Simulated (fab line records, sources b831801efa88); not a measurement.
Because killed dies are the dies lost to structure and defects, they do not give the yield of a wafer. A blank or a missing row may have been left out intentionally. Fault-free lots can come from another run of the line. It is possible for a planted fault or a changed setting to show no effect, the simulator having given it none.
Which tool is to blame? + flow sky130 + 7 lots, 21 wafers sampled, at 1 step of a route of 708

== WHAT EACH GAUGE READ, for each wafer ==
SKY_VIA3_THK_MEAS_01.
| lot  | measured     | on            | VIA3_HDPCVD_THK (nm) |
|------|--------------|---------------|----------------------|
| L640 | day 38 22:52 | film metro-02 | 1629 1622 1653       |
| L645 | day 40 14:35 | film metro-01 | 1611 1625 1630       |
| L648 | day 41 08:22 | film metro-04 | 1653 1644 1647       |
| L650 | day 42 08:18 | film metro-01 | 1626 1629 1628       |
| L652 | day 42 13:19 | film metro-01 | 1620 1644 1643       |
| L658 | day 44 12:18 | film metro-01 | 1637 1635 1645       |
| L660 | day 44 18:43 | film metro-02 | 1641 1616 1636       |

== TOOL THAT RAN EACH LOT (tool first, then ch and the chambers of the sampled wafers, then the start) ==
No process step before these readings appears in the record.

== THE ANSWER, worked out from the rows above alone ==
Rule: what is usual is taken from the lots themselves. The widest of any qualifying gaps counts: lots, ordered by their means at a reading, are off when they make up no more than a third of the lots, leave a main group of 4 or more, and stand apart from it by 3 or more times the standard deviation of that group's means. If all means in a main group match to the digits the tables above print for the reading, that group is not used. Also off: a lot with no number at a reading for which 4 or more lots have one. The other lots that the step has rows for count as sound.
Across all readings shown, no lot is off: no conclusion can be drawn from this.

== WHAT THE SIMULATOR HAD INSERTED ==
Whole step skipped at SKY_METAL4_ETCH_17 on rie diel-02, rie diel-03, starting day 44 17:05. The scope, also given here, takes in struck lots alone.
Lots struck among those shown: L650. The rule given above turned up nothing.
